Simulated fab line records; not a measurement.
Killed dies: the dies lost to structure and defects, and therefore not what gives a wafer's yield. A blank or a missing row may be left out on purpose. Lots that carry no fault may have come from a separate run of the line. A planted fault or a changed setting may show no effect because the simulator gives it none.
Problem report in the 8D (eight disciplines) form, filled by code	flow sky130	the parts of the form that need people (team, actions taken, sign-off) are left out

1. PROBLEM STATEMENT
At SKY_PAD_OPEN_PROBE_99, sort_bin_3_pad_short averages 83.0 % over 6 wafers from 2 lots, while fault-free wafers read 0.9 %, standard deviation 0.4. So: +99 or more standard deviations from the usual mean.
Seen first at day 47 18:48 on prober-02, wafer L386.2. Wafers with a number at this step in the record: 9, from 3 lots. The rule behind "out" and "out of limits": a value lying over 4 standard deviations away from the usual mean. All remaining wafers that have a number are taken as sound.

2. WHAT IT IS, WHAT IT ISN'T
question	is	is not
which readings at this step	sort_bin_3_pad_short, defect-limited-yield, killed_at_M0_to_M3, killed-dies, killed-on-rim, sort-n-pass, sort-yield-pct	killed_at_M4_up, killed-at-other, killed-open, killed-short, sort_bin_5_function, sort_bin_6_memory, sort_bin_8_speed
which lots	L386, L387	L398
which wafers of those lots	all that have a number	-
read on which tools	prober-01, prober-02	-
when	from day 47 18:48	up to then (0 sound wafers); but 3 sound wafers of L398 came after

3. WHAT RULES OUT EACH SUSPECT
Counting: a tool at a process step up to the reading stays a suspect if it ran every lot that is out and no sound lot after the first of them.
- cmp-01 at SKY_VIA3_CMP_24 (polishes, stops on SiO2, t overpolish 20 s, target thk 0 nm): kept. It ran every lot that is out, first L386 (day 42 00:06), and no sound lot after that.
The count leaves cmp-01 at SKY_VIA3_CMP_24.

4. THE CAUSE (what the simulator had put in)
Whole step skipped at SKY_VIA3_CMP_24 on cmp-01, starting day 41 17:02. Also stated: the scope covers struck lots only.
Counting left only this tool.

5. THE EFFECT CHAIN, in route order
Rows list readings where the struck wafers' mean (over those with a number) sits beyond 3 standard deviations from the usual. Only readings whose record carries a usual standard deviation are examined. hours: median over the lots of the time between each lot's start at the first step of this table that gives one and its start at this step. sigmas: the change, counted in usual standard deviations.
hours	step	reading	usual	on struck wafers	change	sigmas
0	SKY_PAD_OPEN_PROBE_99	defect-limited-yield	82.5 %	0.0	-82.5	-43
0	SKY_PAD_OPEN_PROBE_99	killed_at_M0_to_M3	43	443	+400	+56
0	SKY_PAD_OPEN_PROBE_99	killed-dies	86	492	+406	+43
0	SKY_PAD_OPEN_PROBE_99	killed-on-rim	17	96	+79	+21
0	SKY_PAD_OPEN_PROBE_99	sort_bin_3_pad_short	0.9 %	83.0	+82.0	+99 or more
0	SKY_PAD_OPEN_PROBE_99	sort-n-pass	402	0	-402	-37
0	SKY_PAD_OPEN_PROBE_99	sort-yield-pct	81.7 %	0.0	-81.7	-37
Process steps it contains:
- SKY_PAD_OPEN_PROBE_99
Readings that are blank on the struck wafers while sound wafers have them: edge-zone-pressure-frac at SKY_VIA3_CMP_24; head-pressure-psi at SKY_VIA3_CMP_24; motor-current-A at SKY_VIA3_CMP_24; overpolish-run-s at SKY_VIA3_CMP_24; time-to-endpoint-s at SKY_VIA3_CMP_24.

6. HOW IT WOULD HAVE BEEN CAUGHT EARLIER
In this record the first reading out of limits was taken at day 47 18:48, 146 hours after the fault began at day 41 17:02.
At SKY_VIA3_CMP_24 the tool's readings are blank on the struck wafers, where sound wafers have them: an empty tool record is the first sign, and it was there at once.
All the lots that are out (2) had begun SKY_VIA3_CMP_24 on cmp-01 by day 47 18:48. A hold on the tool at that time would have spared none of them.
